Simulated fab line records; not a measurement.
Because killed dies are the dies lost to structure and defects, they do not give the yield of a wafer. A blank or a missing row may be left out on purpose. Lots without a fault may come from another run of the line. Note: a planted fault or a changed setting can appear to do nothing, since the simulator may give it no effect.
Which tool was responsible? :: flow gf180mcu :: 14 lots, 42 wafers sampled, at 2 steps of a route of 602

== WHAT THE GAUGES READ, wafer by wafer ==
GF_V2_THK_MEAS_03. Usual: V2_CVD_02_THK gives 851 nm (standard deviation 12).
lot: L274
measured: day 19 16:03
on: filmMetro-04
V2_CVD_02_THK (nm): 852 871 859
flag: 

lot: L276
measured: day 20 12:55
on: filmMetro-04
V2_CVD_02_THK (nm): 825 855 846
flag: 

lot: L277
measured: day 21 04:16
on: filmMetro-02
V2_CVD_02_THK (nm): 850 837 853
flag: 

lot: L278
measured: day 21 04:46
on: filmMetro-01
V2_CVD_02_THK (nm): 851 849 863
flag: 

lot: L281
measured: day 22 11:14
on: filmMetro-02
V2_CVD_02_THK (nm): 850 835 854
flag: 

lot: L283
measured: day 22 22:30
on: filmMetro-01
V2_CVD_02_THK (nm): 843 865 869
flag: 

lot: L284
measured: day 23 10:53
on: filmMetro-04
V2_CVD_02_THK (nm): 849 862 851
flag: 

lot: L288
measured: day 24 21:31
on: filmMetro-04
V2_CVD_02_THK (nm): 849 825 848
flag: 

lot: L291
measured: day 25 21:34
on: filmMetro-04
V2_CVD_02_THK (nm): 852 864 860
flag: 

lot: L290
measured: day 25 21:58
on: filmMetro-04
V2_CVD_02_THK (nm): 866 861 843
flag: 

lot: L292
measured: day 26 03:05
on: filmMetro-04
V2_CVD_02_THK (nm): 846 847 843
flag: 

lot: L293
measured: day 26 13:28
on: filmMetro-02
V2_CVD_02_THK (nm): 832 819 860
flag: 

lot: L294
measured: day 27 01:04
on: filmMetro-04
V2_CVD_02_THK (nm): 850 856 868
flag: 

lot: L296
measured: day 27 07:38
on: filmMetro-02
V2_CVD_02_THK (nm): 835 870 837
flag: 

== WHICH TOOL RAN EACH LOT (tool, then ch and the chambers of the sampled wafers, then the start) ==
lot: L274
GF_V2_CVD_02: pecvd-04 ch 0,1, day 19 15:58

lot: L276
GF_V2_CVD_02: pecvd-04 ch 0,2, day 20 12:51

lot: L277
GF_V2_CVD_02: pecvd-02 ch 0,1,2, day 21 04:11

lot: L278
GF_V2_CVD_02: pecvd-03 ch 1,2, day 21 04:41

lot: L281
GF_V2_CVD_02: pecvd-02 ch 0,2, day 22 11:10

lot: L283
GF_V2_CVD_02: pecvd-04 ch 0,1,2, day 22 22:25

lot: L284
GF_V2_CVD_02: pecvd-04 ch 1,2, day 23 10:49

lot: L288
GF_V2_CVD_02: pecvd-02 ch 0,1, day 24 21:25

lot: L291
GF_V2_CVD_02: pecvd-03 ch 1,2, day 25 21:29

lot: L290
GF_V2_CVD_02: pecvd-04 ch 0,1,2, day 25 21:52

lot: L292
GF_V2_CVD_02: pecvd-03 ch 0,1, day 26 03:01

lot: L293
GF_V2_CVD_02: pecvd-02 ch 0,1,2, day 26 13:23

lot: L294
GF_V2_CVD_02: pecvd-03 ch 0,2, day 27 00:59

lot: L296
GF_V2_CVD_02: pecvd-04 ch 0,2, day 27 07:32
- GF_V2_CVD_02: deposits SiO2 from TEOS, target thk 850 nm, time 94.851 s.

== WHAT THE TOOLS THEMSELVES READ (means of the sampled wafers that have a number; where no wafer has one, the mark that the record gives instead) ==
GF_V2_CVD_02. Usual: heaterPowerW reads 668 W (standard deviation 87).
lot: L274
tool: pecvd-04
heaterPowerW (W): 767
flag: 

lot: L276
tool: pecvd-04
heaterPowerW (W): 680
flag: 

lot: L277
tool: pecvd-02
heaterPowerW (W): 686
flag: 

lot: L278
tool: pecvd-03
heaterPowerW (W): 615
flag: 

lot: L281
tool: pecvd-02
heaterPowerW (W): 643
flag: 

lot: L283
tool: pecvd-04
heaterPowerW (W): 695
flag: 

lot: L284
tool: pecvd-04
heaterPowerW (W): 699
flag: 

lot: L288
tool: pecvd-02
heaterPowerW (W): 680
flag: 

lot: L291
tool: pecvd-03
heaterPowerW (W): 620
flag: 

lot: L290
tool: pecvd-04
heaterPowerW (W): 738
flag: 

lot: L292
tool: pecvd-03
heaterPowerW (W): 569
flag: 

lot: L293
tool: pecvd-02
heaterPowerW (W): 694
flag: 

lot: L294
tool: pecvd-03
heaterPowerW (W): 571
flag: 

lot: L296
tool: pecvd-04
heaterPowerW (W): 653
flag: 

== THE ANSWER, worked out from the rows above alone ==
Rule: lot off if the mean of its wafers having a number is beyond 3 standard deviations from the usual mean. A lot without any number at a reading at which 4 lots or more have one is off too. Any other lot the step has rows for is counted as sound. After the gauges, taken in route order, come the tools' own readings; for these a lot's mean is taken, as printed above. At the first step where some lot is off, the reading lying furthest off is the one used; lots without a number count as furthest.
Nothing can be told from this: no lot is off at any reading shown.

== WHAT THE SIMULATOR PUT IN ==
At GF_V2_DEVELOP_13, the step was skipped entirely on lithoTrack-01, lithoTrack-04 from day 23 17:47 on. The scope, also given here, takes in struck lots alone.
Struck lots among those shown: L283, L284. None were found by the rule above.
